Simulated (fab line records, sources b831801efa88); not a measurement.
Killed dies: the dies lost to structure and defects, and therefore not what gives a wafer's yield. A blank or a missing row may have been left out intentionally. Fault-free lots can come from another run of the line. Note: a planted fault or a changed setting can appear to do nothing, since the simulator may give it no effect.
The tool behind it: which one? || flow gf180mcu || Sampling: 14 lots, 42 wafers, 4 of 602 route steps

== WHAT THE GAUGES READ, wafer by wafer ==
GF_V3_CD_MEAS_14: target cd 260 nm.
{"lot": "L278", "measured": "day 21 21:22", "on": "cdSem-02", "cdNm (nm)": "258.7 259.1 258.9"}
{"lot": "L279", "measured": "day 22 08:57", "on": "cdSem-02", "cdNm (nm)": "259.8 259.4 260.3"}
{"lot": "L280", "measured": "day 23 21:39", "on": "cdSem-02", "cdNm (nm)": "258.8 258.0 257.6"}
{"lot": "L281", "measured": "day 24 02:17", "on": "cdSem-01", "cdNm (nm)": "262.0 260.7 261.1"}
{"lot": "L283", "measured": "day 24 02:30", "on": "cdSem-02", "cdNm (nm)": "260.9 259.7 261.2"}
{"lot": "L282", "measured": "day 24 03:35", "on": "cdSem-02", "cdNm (nm)": "256.7 257.1 256.7"}
{"lot": "L290", "measured": "day 26 11:00", "on": "cdSem-02", "cdNm (nm)": "261.0 260.2 260.6"}
{"lot": "L291", "measured": "day 26 20:13", "on": "cdSem-02", "cdNm (nm)": "259.9 258.3 258.6"}
{"lot": "L293", "measured": "day 27 12:16", "on": "cdSem-02", "cdNm (nm)": "259.5 259.3 259.7"}
{"lot": "L295", "measured": "day 28 00:43", "on": "cdSem-01", "cdNm (nm)": "259.7 260.4 260.8"}
{"lot": "L296", "measured": "day 28 08:54", "on": "cdSem-01", "cdNm (nm)": "261.8 262.5 261.4"}
{"lot": "L298", "measured": "day 28 22:37", "on": "cdSem-02", "cdNm (nm)": "261.1 260.2 260.5"}
{"lot": "L299", "measured": "day 29 02:06", "on": "cdSem-01", "cdNm (nm)": "257.6 257.6 257.3"}
{"lot": "L301", "measured": "day 29 17:24", "on": "cdSem-02", "cdNm (nm)": "261.4 261.8 261.3"}

GF_V4_THK_MEAS_01.
{"lot": "L278", "measured": "day 22 23:25", "on": "filmMetro-01", "V4_CVD_00_THK (nm)": "600 600 600"}
{"lot": "L279", "measured": "day 23 10:32", "on": "filmMetro-04", "V4_CVD_00_THK (nm)": "608 600 605"}
{"lot": "L280", "measured": "day 24 22:10", "on": "filmMetro-04", "V4_CVD_00_THK (nm)": "610 605 616"}
{"lot": "L281", "measured": "day 25 01:24", "on": "filmMetro-01", "V4_CVD_00_THK (nm)": "607 611 604"}
{"lot": "L283", "measured": "day 25 02:19", "on": "filmMetro-03", "V4_CVD_00_THK (nm)": "593 594 594"}
{"lot": "L282", "measured": "day 25 03:47", "on": "filmMetro-01", "V4_CVD_00_THK (nm)": "601 607 603"}
{"lot": "L290", "measured": "day 27 09:34", "on": "filmMetro-03", "V4_CVD_00_THK (nm)": "601 594 605"}
{"lot": "L291", "measured": "day 27 18:37", "on": "filmMetro-04", "V4_CVD_00_THK (nm)": "591 610 603"}
{"lot": "L293", "measured": "day 28 11:02", "on": "filmMetro-03", "V4_CVD_00_THK (nm)": "599 609 607"}
{"lot": "L295", "measured": "day 28 22:34", "on": "filmMetro-03", "V4_CVD_00_THK (nm)": "616 609 616"}
{"lot": "L296", "measured": "day 29 06:57", "on": "filmMetro-04", "V4_CVD_00_THK (nm)": "611 615 611"}
{"lot": "L298", "measured": "day 29 19:39", "on": "filmMetro-01", "V4_CVD_00_THK (nm)": "596 599 597"}
{"lot": "L299", "measured": "day 29 23:36", "on": "filmMetro-04", "V4_CVD_00_THK (nm)": "603 611 607"}
{"lot": "L301", "measured": "day 30 14:55", "on": "filmMetro-04", "V4_CVD_00_THK (nm)": "602 604 595"}

== EACH LOT AND THE TOOL THAT RAN IT (in order: tool; ch and the chambers of the sampled wafers; start) ==
{"lot": "L278", "GF_M4_SPUTTER_02": "pvdSputter-01, day 21 22:59", "GF_M4_DEVELOP_13": "lithoTrack-03 ch 0, day 22 22:25"}
{"lot": "L279", "GF_M4_SPUTTER_02": "pvdSputter-03, day 22 10:34", "GF_M4_DEVELOP_13": "lithoTrack-02 ch 0, day 23 09:32"}
{"lot": "L280", "GF_M4_SPUTTER_02": "pvdSputter-03, day 23 23:16", "GF_M4_DEVELOP_13": "lithoTrack-03 ch 0, day 24 21:07"}
{"lot": "L281", "GF_M4_SPUTTER_02": "pvdSputter-03, day 24 03:56", "GF_M4_DEVELOP_13": "lithoTrack-01 ch 0, day 25 00:23"}
{"lot": "L283", "GF_M4_SPUTTER_02": "pvdSputter-02, day 24 04:09", "GF_M4_DEVELOP_13": "lithoTrack-02 ch 0, day 25 01:15"}
{"lot": "L282", "GF_M4_SPUTTER_02": "pvdSputter-03, day 24 05:13", "GF_M4_DEVELOP_13": "lithoTrack-03 ch 0, day 25 02:44"}
{"lot": "L290", "GF_M4_SPUTTER_02": "pvdSputter-01, day 26 12:37", "GF_M4_DEVELOP_13": "lithoTrack-03 ch 0, day 27 08:34"}
{"lot": "L291", "GF_M4_SPUTTER_02": "pvdSputter-03, day 26 21:51", "GF_M4_DEVELOP_13": "lithoTrack-03 ch 0, day 27 17:37"}
{"lot": "L293", "GF_M4_SPUTTER_02": "pvdSputter-02, day 27 14:18", "GF_M4_DEVELOP_13": "lithoTrack-01 ch 0, day 28 09:54"}
{"lot": "L295", "GF_M4_SPUTTER_02": "pvdSputter-02, day 28 02:23", "GF_M4_DEVELOP_13": "lithoTrack-02 ch 0, day 28 21:32"}
{"lot": "L296", "GF_M4_SPUTTER_02": "pvdSputter-03, day 28 10:32", "GF_M4_DEVELOP_13": "lithoTrack-01 ch 0, day 29 05:56"}
{"lot": "L298", "GF_M4_SPUTTER_02": "pvdSputter-01, day 29 00:24", "GF_M4_DEVELOP_13": "lithoTrack-02 ch 0, day 29 18:38"}
{"lot": "L299", "GF_M4_SPUTTER_02": "pvdSputter-01, day 29 03:44", "GF_M4_DEVELOP_13": "lithoTrack-02 ch 0, day 29 22:30"}
{"lot": "L301", "GF_M4_SPUTTER_02": "pvdSputter-02, day 29 19:15", "GF_M4_DEVELOP_13": "lithoTrack-01 ch 0, day 30 13:46"}
- GF_M4_SPUTTER_02: material AlCu, target thk 450 nm, time 23.9 s.
- GF_M4_DEVELOP_13: develop time 60 s.

== WHAT THE TOOLS THEMSELVES READ (means of the sampled wafers that have a number; where no wafer has one, the mark that the record gives instead) ==
GF_M4_SPUTTER_02.
{"lot": "L278", "tool": "pvdSputter-01", "throttleValvePct (%)": 29.9}
{"lot": "L279", "tool": "pvdSputter-03", "throttleValvePct (%)": 30.3}
{"lot": "L280", "tool": "pvdSputter-03", "throttleValvePct (%)": 30.7}
{"lot": "L281", "tool": "pvdSputter-03", "throttleValvePct (%)": 30.7}
{"lot": "L283", "tool": "pvdSputter-02", "throttleValvePct (%)": 29.6}
{"lot": "L282", "tool": "pvdSputter-03", "throttleValvePct (%)": 30.5}
{"lot": "L290", "tool": "pvdSputter-01", "throttleValvePct (%)": 30.0}
{"lot": "L291", "tool": "pvdSputter-03", "throttleValvePct (%)": 31.0}
{"lot": "L293", "tool": "pvdSputter-02", "throttleValvePct (%)": 29.6}
{"lot": "L295", "tool": "pvdSputter-02", "throttleValvePct (%)": 29.6}
{"lot": "L296", "tool": "pvdSputter-03", "throttleValvePct (%)": 30.6}
{"lot": "L298", "tool": "pvdSputter-01", "throttleValvePct (%)": 29.8}
{"lot": "L299", "tool": "pvdSputter-01", "throttleValvePct (%)": 29.6}
{"lot": "L301", "tool": "pvdSputter-02", "throttleValvePct (%)": 28.8}

GF_M4_DEVELOP_13.
{"lot": "L278", "tool": "lithoTrack-03", "developerTempC (C)": 21.05, "resistLineTempC (C)": 23.11}
{"lot": "L279", "tool": "lithoTrack-02", "developerTempC (C)": 20.99, "resistLineTempC (C)": 22.88}
{"lot": "L280", "tool": "lithoTrack-03", "developerTempC (C)": 21.04, "resistLineTempC (C)": 22.94}
{"lot": "L281", "tool": "lithoTrack-01", "developerTempC (C)": 20.94, "resistLineTempC (C)": 22.97}
{"lot": "L283", "tool": "lithoTrack-02", "developerTempC (C)": 20.93, "resistLineTempC (C)": 23.08}
{"lot": "L282", "tool": "lithoTrack-03", "developerTempC (C)": 20.83, "resistLineTempC (C)": 23.02}
{"lot": "L290", "tool": "lithoTrack-03", "developerTempC (C)": 21.92, "resistLineTempC (C)": 23.07}
{"lot": "L291", "tool": "lithoTrack-03", "developerTempC (C)": 21.75, "resistLineTempC (C)": 23.01}
{"lot": "L293", "tool": "lithoTrack-01", "developerTempC (C)": 21.19, "resistLineTempC (C)": 22.99}
{"lot": "L295", "tool": "lithoTrack-02", "developerTempC (C)": 21.06, "resistLineTempC (C)": 22.98}
{"lot": "L296", "tool": "lithoTrack-01", "developerTempC (C)": 21.01, "resistLineTempC (C)": 22.88}
{"lot": "L298", "tool": "lithoTrack-02", "developerTempC (C)": 21.14, "resistLineTempC (C)": 23.08}
{"lot": "L299", "tool": "lithoTrack-02", "developerTempC (C)": 20.85, "resistLineTempC (C)": 23.00}
{"lot": "L301", "tool": "lithoTrack-01", "developerTempC (C)": 20.95, "resistLineTempC (C)": 23.08}

== THE ANSWER, worked out from the rows above alone ==
Rule: usual is defined by the lots themselves. The widest of any qualifying gaps counts: lots, ordered by their means at a reading, are off when they make up no more than a third of the lots, leave a main group of 4 or more, and stand apart from it by 3 or more times the standard deviation of that group's means. Not used: any main group whose means are identical at the precision the tables above print for the reading. A lot without any number at a reading at which 4 lots or more have one is off too. All remaining lots with rows at the step are treated as sound. After the gauges, taken in route order, come the tools' own readings; for these a lot's mean is taken, as printed above. The first step at which some lot is off is used, and at that step the reading that is off furthest; a lot without a number counts as furthest.
Off at GF_M4_DEVELOP_13 (developerTempC): L290, L291. The main group has a mean of 21.00 C with a standard deviation of 0.1.
A tool fits if, at that step or a process step before it, it ran every lot that is off, and no sound lot after the first of them. One fits: GF_M4_DEVELOP_13 on lithoTrack-03. Its last sound lot is L282 (day 25 02:44), its first lot that is off L290 (day 27 08:34): a fault that began between those two fits.
The tool's own readings at GF_M4_DEVELOP_13 bear it out: on the lots that are off they differ by more than 5 times the standard deviation of the sound lots' means. developerTempC reads 21.84 C there against 21.00 C on the sound lots.

== WHAT HAD BEEN PUT IN BY THE SIMULATOR ==
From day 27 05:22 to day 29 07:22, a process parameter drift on lithoTrack-03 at GF_M4_DEVELOP_13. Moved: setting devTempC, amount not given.
Struck lots among those shown: L290, L291. The rule given above showed the same thing.
